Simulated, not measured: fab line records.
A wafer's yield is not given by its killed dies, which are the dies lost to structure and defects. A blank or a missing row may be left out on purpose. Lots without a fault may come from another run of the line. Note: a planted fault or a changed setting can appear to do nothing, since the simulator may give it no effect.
fab line records	flow sky130
record: lots: 5	wafers: 15	last_day: 50
route steps=708 shown METAL5@664 PAD_OPEN@708
lots that met no fault: taken from a fault-free run of the same line
start_h: the number of hours between the record's first day and the start of the first shown wafer of the lot	wait_h: hours from the lot's prior step to this one	" identical to the entry in the row above	L1.1+2: several wafers, shown together as one row	- either no value or no given start	* or withheld: withheld	< > ~ a bound
route shown NAME@n: names a module that has steps shown in the file, with the first one's number in the route	usual: mean/standard deviation of fault-free wafers	same: alike in all rows	chamber/n: place in a boat	sites: the reading at each site	_std_site: how widely they spread, as a standard deviation	_edge_site: outer sites' mean less inner sites'	radius_mm: for every site, how far away it sits from the centre of the wafer	mask NAME#n: copy n	behind: the tool/chamber that last shaped the wafer	hold: the reason the lot was held/the length of the hold in hours/how it ended	device: which transistor (n, p or np) failed to switch	end of line: the tests these same wafers got at the end of their route	step lacking rows: just its recipe	killed: dies that structure and defects cost at the first sort, which is not the same as the wafer's yield	map: a wafer's dies, marking killed ones x, the rest . and places with no die _
set.NAME: the setting the step ran with; set.NAME@STEP: the setting that earlier step ran with	model.NAME: the simulator's own value behind a step, which no gauge read
lots at selected steps of the route; one table per step, one row per wafer
services: when a tool's chamber went out of use (start_h, in hours from the record's first day, below 0 if earlier), for how many hours, and the reason
== steps ==
step: SKY_METAL5_SPUTTER_03
recipe: material: Ti	target_thk_nm: 5	power_w: 3000	time_s: 3.3	chamber_pressure_pa: 0.4
usual: cathode_dc_power_W: 2999.9/0.63	throttle_valve_pct: 30.0/0.68
lot.wafer	tool	chamber	start_h	wait_h	cathode_dc_power_W	throttle_valve_pct
L361.1	pvd_sputter-04	-	1043.98	0.0	2999.3	28.9
L361.4	"	-	"	"	3000.2	29.6
L361.6	"	-	"	"	3000.5	31.0
L364.1	pvd_sputter-01	-	1063.81	0.0	2998.4	31.0
L364.4	"	-	"	"	3000.6	30.0
L364.5	"	-	"	"	3000.5	30.0
L366.1	pvd_sputter-04	-	1078.41	0.0	2999.9	31.1
L366.4	"	-	"	"	2999.5	29.3
L366.6	"	-	"	"	3001.1	29.1
L375.1	pvd_sputter-03	-	1130.95	0.0	3000.8	30.4
L375.2	"	-	"	"	3001.1	29.8
L375.5	"	-	"	"	3000.9	30.6
L377.1	pvd_sputter-04	-	1143.20	0.0	3000.2	29.3
L377.3	"	-	"	"	3000.3	30.9
L377.6	"	-	"	"	2999.7	28.9
step: SKY_METAL5_SPUTTER_04
recipe: material: TiN	target_thk_nm: 70	power_w: 6500	time_s: 58.3	chamber_pressure_pa: 0.4
usual: cathode_dc_power_W: 6500.1/1.1	throttle_valve_pct: 30.0/0.68
lot.wafer	tool	chamber	start_h	wait_h	cathode_dc_power_W	throttle_valve_pct
L361.1	pvd_sputter-04	-	1043.99	0.0	6501.7	29.1
L361.4	"	-	"	"	6500.6	29.6
L361.6	"	-	"	"	6497.4	31.1
L364.1	pvd_sputter-01	-	1063.83	0.0	6500.9	31.0
L364.4	"	-	"	"	6499.5	30.2
L364.5	"	-	"	"	6501.1	29.7
L366.1	pvd_sputter-04	-	1078.43	0.0	6500.3	31.3
L366.4	"	-	"	"	6501.8	29.8
L366.6	"	-	"	"	6499.7	28.8
L375.1	pvd_sputter-03	-	1130.97	0.0	6501.2	30.4
L375.2	"	-	"	"	6501.9	29.8
L375.5	"	-	"	"	6501.4	30.3
L377.1	pvd_sputter-04	-	1143.22	0.0	6500.3	29.8
L377.3	"	-	"	"	6499.4	31.1
L377.6	"	-	"	"	6502.3	29.2
step: SKY_METAL5_RS_MEAS_05
recipe: thk_meas_gauge: four-point-probe	reads: TiN_of_METAL5_SPUTTER_04+Ti_of_METAL5_SPUTTER_03+AlCu_of_METAL5_SPUTTER_02+TiN_of_METAL5_SPUTTER_01+Ti_of_METAL5_SPUTTER_00
usual: METAL5_ALCU_RS: 0.02698/0.00022
lot.wafer	tool	chamber	start_h	wait_h	METAL5_ALCU_RS[ohm/sq]
L361.1	film_metro-01	-	1044.04	0.0	0.02685
L361.4	"	-	"	"	0.02714
L361.6	"	-	"	"	0.02693
L364.1	film_metro-02	-	1063.88	0.0	0.02668
L364.4	"	-	"	"	0.02681
L364.5	"	-	"	"	0.02665
L366.1	film_metro-01	-	1078.47	0.0	0.02696
L366.4	"	-	"	"	0.02717
L366.6	"	-	"	"	0.02678
L375.1	film_metro-04	-	1131.02	0.0	0.02685
L375.2	"	-	"	"	0.02679
L375.5	"	-	"	"	0.0268
L377.1	film_metro-02	-	1143.27	0.0	0.02718
L377.3	"	-	"	"	0.02703
L377.6	"	-	"	"	0.0268
step: SKY_METAL5_THK_MEAS_06
recipe: thk_meas_gauge: xrf	reads: AlCu_of_METAL5_SPUTTER_02
usual: METAL5_ALCU_THK: 1171/14
lot.wafer	tool	chamber	start_h	wait_h	METAL5_ALCU_THK[nm]
L361.1	film_metro-01	-	1044.16	0.1	1162
L361.4	"	-	"	"	1152
L361.6	"	-	"	"	1157
L364.1	film_metro-02	-	1064.00	0.1	1198
L364.4	"	-	"	"	1191
L364.5	"	-	"	"	1193
L366.1	film_metro-01	-	1078.59	0.1	1165
L366.4	"	-	"	"	1157
L366.6	"	-	"	"	1174
L375.1	film_metro-04	-	1131.14	0.1	1184
L375.2	"	-	"	"	1191
L375.5	"	-	"	"	1193
L377.1	film_metro-02	-	1143.39	0.1	1168
L377.3	"	-	"	"	1177
L377.6	"	-	"	"	1187
step: SKY_METAL5_DEHYDRATE_07
recipe: temp_c: 200	time_s: 60
step: SKY_METAL5_HMDS_08
recipe: prime_time_s: 60	prime_temp_c: 120
step: SKY_METAL5_COAT_09
recipe: resist: NOVOLAK	spin_rpm: 3000	resist_thk_nm: 1800
step: SKY_METAL5_SOFTBAKE_10
recipe: temp_c: 90	time_s: 60	resist: NOVOLAK
step: SKY_METAL5_EXPOSE_11
recipe: mask_id: MM5	na: 0.6	source_shape: conventional	sigma_outer: 0.6	polarization: unpolarized	target_cd_nm: 1600	dose_mj: 190
step: SKY_METAL5_PEB_12
recipe: temp_c: withheld	time_s: *	resist: NOVOLAK
step: SKY_METAL5_DEVELOP_13
recipe: resist: NOVOLAK	developer: TMAH	develop_time_s: 60	dev_temp_c: 23
step: SKY_METAL5_DESCUM_14
recipe: chemistry: O2	source_power_w: 150	bias_power_w: 0	pressure_mtorr: 10	temp_c: 40	time_s: 11
usual: drypump_motor_current_A: 5.8/0.35	he_backside_leak_sccm: 3.2/0.32	oes_product_au: 1.002/0.023
lot.wafer	tool	chamber	start_h	wait_h	drypump_motor_current_A	he_backside_leak_sccm	oes_product_au	rf_hours_counter_h
L361.1	rie_metal-01	0	1065.63	0.1	5.3	3.0	0.987	9
L361.4	"	1	"	"	6.0	3.1	0.991	-
L361.6	"	0	"	"	5.4	3.1	0.986	-
L364.1	rie_metal-02	1	1085.25	0.1	5.8	3.1	1.031	14
L364.4	"	0	"	"	6.3	3.3	0.994	-
L364.5	"	1	"	"	5.8	3.2	1.034	-
L366.1	rie_metal-02	1	1099.29	0.1	5.7	3.2	1.032	15
L366.4	"	1	"	"	5.8	3.1	1.033	-
L366.6	"	0	"	"	6.3	3.2	0.994	-
L375.1	rie_metal-01	1	1149.24	0.1	6.0	3.3	0.980	25
L375.2	"	0	"	"	5.4	3.2	0.996	15
L375.5	"	1	"	"	6.0	3.3	0.968	-
L377.1	rie_metal-02	0	1161.35	0.1	6.3	3.1	1.002	26
L377.3	"	1	"	"	5.7	3.1	1.038	-
L377.6	"	1	"	"	5.7	3.0	1.034	-
step: SKY_METAL5_METAL_ETCH_15
recipe: target_depth_a: 12600	stop_on: SiO2	over_etch_frac: 0.2	time_s: 252	chemistry: Cl2/BCl3	resist_sidewall_deg: 86	pressure_mtorr: 10	icp_w: 900	bias_w: 48.5	Cl2_flow_sccm: 60	bcl3_flow_sccm: 30
usual: drypump_motor_current_A: 5.8/0.35	he_backside_leak_sccm: 3.17/0.25	mfc_cl2_sccm: 59.99/0.21	oes_product_au: 0.895/0.0049	throttle_valve_pct: 22.264/0.0089
lot.wafer	tool	chamber	start_h	wait_h	drypump_motor_current_A	he_backside_leak_sccm	mfc_cl2_sccm	oes_product_au	rf_hours_counter_h	throttle_valve_pct	model.METAL5.feature_depth_nm	model.etch.depth_nm	model.NOVOLAK_of_METAL5_COAT_09.thk_nm
L361.1	rie_metal-01	0	1065.67	0.0	5.3	2.94	59.73	0.900	9	22.279	1255	1255	1037
L361.4	"	1	"	"	6.0	3.16	59.78	0.897	-	22.273	1255	1255	1046
L361.6	"	0	"	"	5.4	2.95	59.84	0.905	-	22.254	1264	1264	1042
L364.1	rie_metal-02	1	1085.29	0.0	5.7	3.23	59.83	0.888	14	22.254	1263	1263	993
L364.4	"	0	"	"	6.3	3.22	60.23	0.890	-	22.275	1257	1257	1037
L364.5	"	1	"	"	5.7	3.16	59.52	0.897	-	22.260	1264	1264	994.1
L366.1	rie_metal-02	1	1099.33	0.0	5.7	3.10	60.14	0.899	15	22.260	1267	1267	987.8
L366.4	"	1	"	"	5.7	3.16	59.88	0.895	-	22.261	1256	1256	986.8
L366.6	"	0	"	"	6.3	3.35	60.02	0.900	-	22.258	1257	1257	1033
L375.1	rie_metal-01	1	1149.27	0.0	6.0	3.12	60.07	0.736	25	22.258	881.7	881.7	1347
L375.2	"	0	"	"	5.4	3.11	59.85	0.895	15	22.270	1259	1259	1033
L375.5	"	1	"	"	6.0	3.25	59.98	0.885	-	22.281	1257	1257	1059
L377.1	rie_metal-02	0	1161.39	0.0	6.3	3.33	60.04	0.895	26	22.250	1256	1256	1031
L377.3	"	1	"	"	5.8	3.10	60.06	0.900	-	22.267	1263	1263	990
L377.6	"	1	"	"	5.8	3.15	59.86	0.883	-	22.277	1257	1257	982
step: SKY_METAL5_STRIP_16
recipe: chemistry: O2/N2	power_w: 1400	pressure_mtorr: 1500	platen_temp_c: withheld	o2_flow_sccm: 3000	n2_flow_sccm: 300	overash_fraction: 0.5
usual: drypump_motor_current_A: 5.49/0.18	o2_flow_sccm: 3000/7.9	oes_product_au: 0.710/0.0045	strip_time_to_endpoint_s: 12.99/0.27
lot.wafer	tool	chamber	start_h	wait_h	drypump_motor_current_A	o2_flow_sccm	oes_product_au	rf_hours_counter_h	strip_time_to_endpoint_s
L361.1	plasma_asher-01	1	1065.90	0.2	5.22	3008	0.711	65	13.11
L361.4	"	1	"	"	5.23	3008	0.710	-	13.20
L361.6	"	0	"	"	5.46	3003	0.704	-	13.15
L364.1	plasma_asher-01	0	1085.52	0.2	5.46	3001	0.700	67	12.66
L364.4	"	1	"	"	5.26	3008	0.707	-	13.09
L364.5	"	1	"	"	5.25	2996	0.709	-	12.66
L366.1	plasma_asher-02	0	1099.56	0.2	5.50	3011	0.706	94	12.60
L366.4	"	1	"	"	5.50	3001	0.713	-	12.58
L366.6	"	1	"	"	5.51	2997	0.705	-	13.06
L375.1	plasma_asher-02	0	1149.50	0.2	5.47	3010	0.710	99	16.62
L375.2	"	1	"	"	5.54	3013	0.709	99	13.06
L375.5	"	1	"	"	5.53	3016	0.710	-	13.32
L377.1	plasma_asher-01	1	1161.62	0.2	5.23	3005	0.709	73	13.04
L377.3	"	1	"	"	5.23	3010	0.709	-	12.60
L377.6	"	1	"	"	5.25	2992	0.704	-	12.53
step: SKY_METAL5_STRIP_17
recipe: chemistry: post_etch_residue_remover	time_s: 1200	temp_c: 72.5
step: SKY_PAD_OPEN_PROBE_99
usual: defect_limited_yield: 82.6/1.8	killed_at_M0_to_M3: 44/6.9	killed_at_M4_up: 3.2/1.8	killed_at_contacts: 23/5.2	killed_at_front_end: 15/4.5	killed_at_other: 0.3/0.56	killed_dies: 85/8.8	killed_on_rim: 17/3.5	killed_open: 47/6.7	killed_short: 39/6.4	sort_bin_3_pad_short: 0.8/0.4	sort_bin_5_function: 10.2/1.3	sort_bin_6_memory: 6.4/1.1	sort_n_pass: 407/8.8	sort_yield_pct: 82.6/1.8
same: gross_dies: 492	killed_at_back_side: 0	sort_bin_4_leakage[%]: 0	sort_bin_8_speed[%]: 0
lot.wafer	tool	chamber	start_h	wait_h	defect_limited_yield[%]	killed_at_M0_to_M3	killed_at_M4_up	killed_at_contacts	killed_at_front_end	killed_at_other	killed_dies	killed_on_rim	killed_open	killed_short	sort_bin_3_pad_short[%]	sort_bin_5_function[%]	sort_bin_6_memory[%]	sort_n_pass	sort_yield_pct[%]
L361.1	prober-02	-	1109.80	0.1	82.5	53	0	18	14	1	86	15	51	35	1.0	11.2	5.3	406	82.5
L361.4	prober-02	-	1109.95	0.2	82.9	41	2	25	16	0	84	15	56	28	0.2	10.4	6.5	408	82.9
L361.6	prober-02	-	1110.05	0.2	82.5	49	3	18	15	1	86	13	52	34	0	10.2	7.3	406	82.5
L364.1	prober-01	-	1128.90	0.1	84.8	35	3	26	11	0	75	19	39	36	0.8	7.9	6.5	417	84.8
L364.4	prober-01	-	1129.05	0.2	82.1	45	2	29	11	1	88	18	52	36	0.6	9.6	7.7	404	82.1
L364.5	prober-01	-	1129.10	0.2	82.9	37	4	25	18	0	84	15	46	38	0.8	9.1	7.1	408	82.9
L366.1	prober-01	-	1140.53	0.1	82.7	45	3	19	18	0	85	13	52	33	0.8	10.4	6.1	407	82.7
L366.4	prober-01	-	1140.68	0.2	83.1	48	2	25	8	0	83	18	30	53	0.8	8.9	7.1	409	83.1
L366.6	prober-01	-	1140.78	0.2	84.8	37	1	19	18	0	75	16	33	42	0.6	7.5	7.1	417	84.8
L375.1	prober-01	-	1185.83	0.1	0	28	409	23	32	0	492	96	47	37	1.0	91.5	7.5	0	0
L375.2	prober-01	-	1185.88	0.1	83.9	37	3	19	20	0	79	23	43	36	0.6	10.6	4.9	413	83.9
L375.5	prober-01	-	1186.03	0.2	84.1	32	5	26	15	0	78	15	37	41	1.2	10.0	4.7	414	84.1
L377.1	prober-02	-	1197.41	0.1	83.5	42	3	21	15	0	81	21	35	46	1.2	8.3	6.9	411	83.5
L377.3	prober-02	-	1197.51	0.2	82.3	41	3	20	23	0	87	16	51	36	0.4	11.4	5.9	405	82.3
L377.6	prober-02	-	1197.66	0.2	83.3	47	5	20	10	0	82	19	42	40	1.2	11.0	4.5	410	83.3
killed by level:class
L361.1 VIA1:geometric_particle:open=13 LI_CONTACT:geometric_particle:open=7 METAL3:geometric_particle:short=7 CONTACT:geometric_particle:open=6 VIA1:geometric_particle:short=6 FIELD_ISO:geometric_particle:open=5 VIA2:geometric_particle:open=5 METAL3:geometric_particle:open=5
L361.4 LI_CONTACT:geometric_particle:open=14 CONTACT:geometric_particle:open=8 VIA1:geometric_particle:open=8 VIA3:geometric_particle:open=7 VIA2:geometric_particle:open=6 FIELD_ISO:geometric_particle:short=5 METAL1:geometric_particle:short=5 VIA2:geometric_particle:short=4
L361.6 VIA1:geometric_particle:open=15 CONTACT:geometric_particle:open=8 VIA3:geometric_particle:open=7 VIA2:geometric_particle:short=6 VIA2:geometric_particle:open=5 POLY_GATE:geometric_particle:open=4 POLY_GATE:geometric_particle:short=4 LI_CONTACT:geometric_particle:open=4
L364.1 VIA1:geometric_particle:open=10 CONTACT:geometric_particle:open=8 LI_CONTACT:geometric_particle:open=7 POLY_GATE:geometric_particle:short=5 CONTACT:geometric_particle:short=5 VIA2:geometric_particle:open=5 LI_CONTACT:geometric_particle:short=4 METAL1:geometric_particle:short=4
L364.4 CONTACT:geometric_particle:open=11 VIA1:geometric_particle:open=10 LI_CONTACT:geometric_particle:open=8 METAL2:geometric_particle:short=8 VIA3:geometric_particle:open=7 POLY_GATE:geometric_particle:open=5 VIA2:geometric_particle:open=5 VIA2:geometric_particle:short=5
L364.5 CONTACT:geometric_particle:open=10 VIA1:geometric_particle:open=10 CONTACT:geometric_particle:short=7 FIELD_ISO:geometric_particle:open=6 METAL2:geometric_particle:short=5 SONOS_ONO:geometric_particle:open=4 LI_CONTACT:geometric_particle:open=4 VIA3:geometric_particle:short=4
L366.1 VIA1:geometric_particle:open=10 VIA2:geometric_particle:open=10 CONTACT:geometric_particle:open=9 VIA3:geometric_particle:open=6 POLY_GATE:geometric_particle:short=5 LI_CONTACT:geometric_particle:open=5 VIA2:geometric_particle:short=5 FIELD_ISO:geometric_particle:open=4
L366.4 VIA1:geometric_particle:open=10 CONTACT:geometric_particle:open=9 VIA1:geometric_particle:short=8 METAL2:geometric_particle:short=7 LOCAL_INTERCONNECT:geometric_particle:short=6 VIA3:geometric_particle:short=6 METAL1:geometric_particle:short=5 FIELD_ISO:geometric_particle:short=4
L366.6 METAL2:geometric_particle:short=7 POLY_GATE:geometric_particle:short=6 VIA1:geometric_particle:open=6 CONTACT:geometric_particle:open=5 VIA3:geometric_particle:open=4 POLY_GATE:geometric_particle:open=4 LOCAL_INTERCONNECT:geometric_particle:short=4 VIA1:geometric_particle:short=4
L375.1 METAL5:area_etch=408 FIELD_ISO:geometric_particle:open=9 FIELD_ISO:geometric_particle:short=7 POLY_GATE:geometric_particle:open=7 LI_CONTACT:geometric_particle:open=7 CONTACT:geometric_particle:open=6 METAL1:geometric_particle:short=5 VIA1:geometric_particle:open=5
L375.2 CONTACT:geometric_particle:open=9 VIA2:geometric_particle:open=9 POLY_GATE:geometric_particle:open=8 VIA1:geometric_particle:open=6 POLY_GATE:geometric_particle:short=5 VIA3:geometric_particle:open=4 CONTACT:geometric_particle:short=4 METAL1:geometric_particle:short=4
L375.5 CONTACT:geometric_particle:open=9 FIELD_ISO:geometric_particle:short=8 LI_CONTACT:geometric_particle:open=8 VIA1:geometric_particle:open=8 METAL2:geometric_particle:short=5 VIA3:geometric_particle:short=4 VIA2:geometric_particle:short=4 FIELD_ISO:geometric_particle:open=3
L377.1 VIA1:geometric_particle:open=14 LOCAL_INTERCONNECT:geometric_particle:short=6 CONTACT:geometric_particle:short=6 VIA2:geometric_particle:open=6 FIELD_ISO:geometric_particle:short=5 POLY_GATE:geometric_particle:short=5 METAL2:geometric_particle:short=5 LI_CONTACT:geometric_particle:open=4
L377.3 VIA1:geometric_particle:open=10 CONTACT:geometric_particle:short=7 VIA3:geometric_particle:open=7 CONTACT:geometric_particle:open=6 LI_CONTACT:geometric_particle:open=5 METAL1:geometric_particle:short=5 METAL2:geometric_particle:short=5 FIELD_ISO:geometric_particle:open=4
L377.6 VIA3:geometric_particle:open=10 VIA1:geometric_particle:open=9 CONTACT:geometric_particle:short=8 VIA2:geometric_particle:open=6 LI_CONTACT:geometric_particle:open=5 METAL1:geometric_particle:short=5 POLY_GATE:geometric_particle:short=4 METAL2:geometric_particle:short=4
map L375.1 (x killed, . not)
__________xxxxxxxxxx_________
________xxxxxxxxxxxxxx_______
______xxxxxxxxxxxxxxxxxx_____
_____xxxxxxxxxxxxxxxxxxxx____
____xxxxxxxxxxxxxxxxxxxxxx___
___xxxxxxxxxxxxxxxxxxxxxxxx__
__xxxxxxxxxxxxxxxxxxxxxxxxxx_
_xxxxxxxxxxxxxxxxxxxxxxxxxxxx
_xxxxxxxxxxxxxxxxxxxxxxxxxxxx
_xxxxxxxxxxxxxxxxxxxxxxxxxxxx
_xxxxxxxxxxxxxxxxxxxxxxxxxxxx
_xxxxxxxxxxxxxxxxxxxxxxxxxxxx
_xxxxxxxxxxxxxxxxxxxxxxxxxxxx
_xxxxxxxxxxxxxxxxxxxxxxxxxxxx
_xxxxxxxxxxxxxxxxxxxxxxxxxxxx
__xxxxxxxxxxxxxxxxxxxxxxxxxx_
___xxxxxxxxxxxxxxxxxxxxxxxx__
____xxxxxxxxxxxxxxxxxxxxxx___
_____xxxxxxxxxxxxxxxxxxxx____
______xxxxxxxxxxxxxxxxxx_____
________xxxxxxxxxxxxxx_______
__________xxxxxxxxxx_________
map L361.1 (x killed, . not)
__________xx........_________
________..x....x...x.._______
______..........xxx....._____
_____...x.x..x..x...x....____
____..x..x.xx..x.......x..___
___....xxx...xx...x........__
__....x.x..x....x..........._
_.x..x..x........x..x.x.....x
_.....x...x..................
_.xxx....x.xx.............x..
_....x.....x.............x...
_.....................x.....x
_x.....x............x.....x..
_............x...x...x..x....
_....................xxx.....
__.x...........xxx.......x.._
___..............x......x.x__
____x........x...x....x...___
_____..............xxx...____
______....x....x..x.x..._____
________xx.xx......x.._______
__________........x._________
== services ==
tool	chamber	start_h	hours	kind
plasma_asher-01	-	1058.63	2.8	pm
rie_metal-01	0	1083.61	14.5	repair
pvd_sputter-01	-	1086.06	1.0	repair
pvd_sputter-04	-	1086.86	5.1	repair
pvd_sputter-01	-	1090.18	15.6	repair
plasma_asher-01	-	1108.66	0.7	repair
plasma_asher-01	-	1111.93	3.3	repair
rie_metal-02	1	1113.41	20.3	repair
pvd_sputter-04	-	1118.34	0.7	repair
rie_metal-01	1	1123.34	4.0	repair
plasma_asher-01	-	1136.44	8.2	repair
pvd_sputter-01	-	1160.76	2.3	repair
== key ==
first_sign: step: SKY_METAL5_METAL_ETCH_15	reading: oes_product_au	direction: down	sigmas: 33	usual: 0.895	struck: 0.736
effect: step: SKY_METAL5_STRIP_16	reading: strip_time_to_endpoint_s	direction: up	sigmas: 13	usual: *	struck: *
effect: step: SKY_PAD_OPEN_PROBE_99	reading: killed_at_M4_up	direction: up	sigmas: 99+	usual: 3.2	struck: 409
model_effect: step: SKY_METAL5_METAL_ETCH_15	value: METAL5.feature_depth_nm	without: 1254	struck: 881.7
more_kills_born_at: SKY_METAL5_METAL_ETCH_15@rie_metal-01: 408
met_at SKY_METAL5_METAL_ETCH_15
struck_wafers L375.1
later_rows_left_out L375.1
onset_between 1065.67 1149.27
fault: kind: process_parameter_drift	tool: rie_metal-01	chamber: -	onset_h: 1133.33	steps: SKY_METAL5_METAL_ETCH_15	channel: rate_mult	offset: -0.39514	shape: step	end_h: 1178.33	scope: struck_wafers_only
later_rows_left_out: the simulator's readings of these wafers behind a module that went badly wrong aren't trusted and aren't shown, but for the sort
